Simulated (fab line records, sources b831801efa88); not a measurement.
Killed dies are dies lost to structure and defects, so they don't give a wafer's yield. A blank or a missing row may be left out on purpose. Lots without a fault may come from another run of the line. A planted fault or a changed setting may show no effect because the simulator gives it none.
Tool commonality check | flow sky130 | 13 lots, 45 wafers sampled

WHY IT WAS OPENED
At SKY_METAL2_RS_MEAS_05 the reading METAL2_ALCU_RS is flagged on 2 of 13 lots. Wafers without a fault read 0.1262 ohm/sq, standard deviation 0.0014.
Rule: a lot is flagged when every wafer of it that has a number lies more than 4 standard deviations from that mean, or none has a number. The other lots count as sound.

lot  | measured     | on            | METAL2_ALCU_RS (ohm/sq), wafer by wafer   | flag
L617 | day 34 17:59 | film_metro-02 | 0.1273 0.1283 0.1286                      |
L618 | day 34 21:48 | film_metro-02 | 0.1295 0.1267 0.1284                      |
L619 | day 35 01:47 | film_metro-03 | 0.1268 0.1260 0.1252                      |
L620 | day 35 06:33 | film_metro-02 | 0.1280 0.1273 0.1284                      |
L621 | day 35 19:15 | film_metro-02 | 0.1268 0.1284 0.1291                      |
L622 | day 35 20:15 | film_metro-01 | 0.1238 0.1267 0.1265                      |
L623 | day 36 06:05 | film_metro-03 | 0.1265 0.1262 0.1283                      |
L624 | day 36 17:05 | film_metro-01 | 0.1272 0.1267 0.1278                      |
L625 | day 36 20:06 | film_metro-01 | 0.1263 0.1260 0.1261                      |
L626 | day 37 17:47 | film_metro-01 | 0.1244 0.1257 0.1248                      |
L627 | day 37 19:02 | film_metro-03 | 0.1262 0.1254 0.1263                      |
L632 | day 39 01:07 | film_metro-02 | 0.4046 0.4114 0.4107 0.4050 0.4113 0.4109 | FLAGGED
L635 | day 39 20:01 | film_metro-01 | 0.4156 0.4095 0.4061 0.4148 0.4091 0.4057 | FLAGGED
The numbers of the flagged lots are 0.4096 ohm/sq on average: +0.2834 ohm/sq against the usual, or +99 or more standard deviations.

WHICH TOOL RAN EACH LOT
The record holds 3 process steps before the reading, out of a route of 708 steps. In each cell: the tool, then ch and the chambers that the sampled wafers went through, then the start.
lot  | flag    | SKY_METAL2_SPUTTER_00        | SKY_METAL2_SPUTTER_02        | SKY_METAL2_SPUTTER_03
L617 |         | pvd_sputter-01, day 34 17:50 | pvd_sputter-01, day 34 17:53 | pvd_sputter-01, day 34 17:55
L618 |         | pvd_sputter-01, day 34 21:38 | pvd_sputter-01, day 34 21:41 | pvd_sputter-01, day 34 21:43
L619 |         | pvd_sputter-02, day 35 01:39 | pvd_sputter-02, day 35 01:42 | pvd_sputter-02, day 35 01:44
L620 |         | pvd_sputter-01, day 35 06:25 | pvd_sputter-01, day 35 06:28 | pvd_sputter-01, day 35 06:29
L621 |         | pvd_sputter-02, day 35 19:05 | pvd_sputter-02, day 35 19:08 | pvd_sputter-02, day 35 19:10
L622 |         | pvd_sputter-04, day 35 20:05 | pvd_sputter-04, day 35 20:08 | pvd_sputter-04, day 35 20:10
L623 |         | pvd_sputter-02, day 36 05:56 | pvd_sputter-02, day 36 05:59 | pvd_sputter-02, day 36 06:01
L624 |         | pvd_sputter-01, day 36 16:54 | pvd_sputter-01, day 36 16:57 | pvd_sputter-01, day 36 16:58
L625 |         | pvd_sputter-02, day 36 19:56 | pvd_sputter-02, day 36 19:59 | pvd_sputter-02, day 36 20:01
L626 |         | pvd_sputter-04, day 37 17:38 | pvd_sputter-04, day 37 17:41 | pvd_sputter-04, day 37 17:43
L627 |         | pvd_sputter-04, day 37 18:54 | pvd_sputter-04, day 37 18:56 | pvd_sputter-04, day 37 18:58
L632 | FLAGGED | pvd_sputter-04, day 39 00:58 | pvd_sputter-04, day 39 01:01 | pvd_sputter-04, day 39 01:02
L635 | FLAGGED | pvd_sputter-04, day 39 19:53 | pvd_sputter-04, day 39 19:56 | pvd_sputter-04, day 39 19:58
What these steps do:
- SKY_METAL2_SPUTTER_00: material Ti, target thk 15 nm, time 10 s.
- SKY_METAL2_SPUTTER_02: material AlCu, target thk 250 nm, time 13.3 s.
- SKY_METAL2_SPUTTER_03: material Ti, target thk 5 nm, time 3.3 s.
- SKY_METAL2_RS_MEAS_05: measures by four-point-probe.

FLAGGED OVER TOTAL, TOOL BY TOOL (the gauges that took the reading come last)
step                  | tool           | lots run | flagged | share of the flagged lots | sound lots run after its first flagged lot
SKY_METAL2_SPUTTER_00 | pvd_sputter-01 | 4        | 0       | none                      | -
SKY_METAL2_SPUTTER_00 | pvd_sputter-02 | 4        | 0       | none                      | -
SKY_METAL2_SPUTTER_00 | pvd_sputter-04 | 5        | 2       | all                       | 0
SKY_METAL2_SPUTTER_02 | pvd_sputter-01 | 4        | 0       | none                      | -
SKY_METAL2_SPUTTER_02 | pvd_sputter-02 | 4        | 0       | none                      | -
SKY_METAL2_SPUTTER_02 | pvd_sputter-04 | 5        | 2       | all                       | 0
SKY_METAL2_SPUTTER_03 | pvd_sputter-01 | 4        | 0       | none                      | -
SKY_METAL2_SPUTTER_03 | pvd_sputter-02 | 4        | 0       | none                      | -
SKY_METAL2_SPUTTER_03 | pvd_sputter-04 | 5        | 2       | all                       | 0
SKY_METAL2_RS_MEAS_05 | film_metro-01  | 5        | 1       | some                      | 0
SKY_METAL2_RS_MEAS_05 | film_metro-02  | 5        | 1       | some                      | 0
SKY_METAL2_RS_MEAS_05 | film_metro-03  | 3        | 0       | none                      | -

WHAT THE TABLE ALLOWS
3 rows of the table ran every flagged lot: pvd_sputter-04 at SKY_METAL2_SPUTTER_00, pvd_sputter-04 at SKY_METAL2_SPUTTER_02, pvd_sputter-04 at SKY_METAL2_SPUTTER_03.
- pvd_sputter-04 at SKY_METAL2_SPUTTER_00: 2 of its 5 lots flagged. Its last sound lot is L627 (day 37 18:54), its first flagged lot L632 (day 39 00:58): a fault that began between those two fits.
- pvd_sputter-04 at SKY_METAL2_SPUTTER_02: 2 of its 5 lots flagged. Its last sound lot is L627 (day 37 18:56), its first flagged lot L632 (day 39 01:01): a fault that began between those two fits.
- pvd_sputter-04 at SKY_METAL2_SPUTTER_03: 2 of its 5 lots flagged. Its last sound lot is L627 (day 37 18:58), its first flagged lot L632 (day 39 01:02): a fault that began between those two fits.
One tool is left: pvd_sputter-04 at SKY_METAL2_SPUTTER_00 and SKY_METAL2_SPUTTER_02 and SKY_METAL2_SPUTTER_03.

WHAT THE SIMULATOR HAD PUT IN
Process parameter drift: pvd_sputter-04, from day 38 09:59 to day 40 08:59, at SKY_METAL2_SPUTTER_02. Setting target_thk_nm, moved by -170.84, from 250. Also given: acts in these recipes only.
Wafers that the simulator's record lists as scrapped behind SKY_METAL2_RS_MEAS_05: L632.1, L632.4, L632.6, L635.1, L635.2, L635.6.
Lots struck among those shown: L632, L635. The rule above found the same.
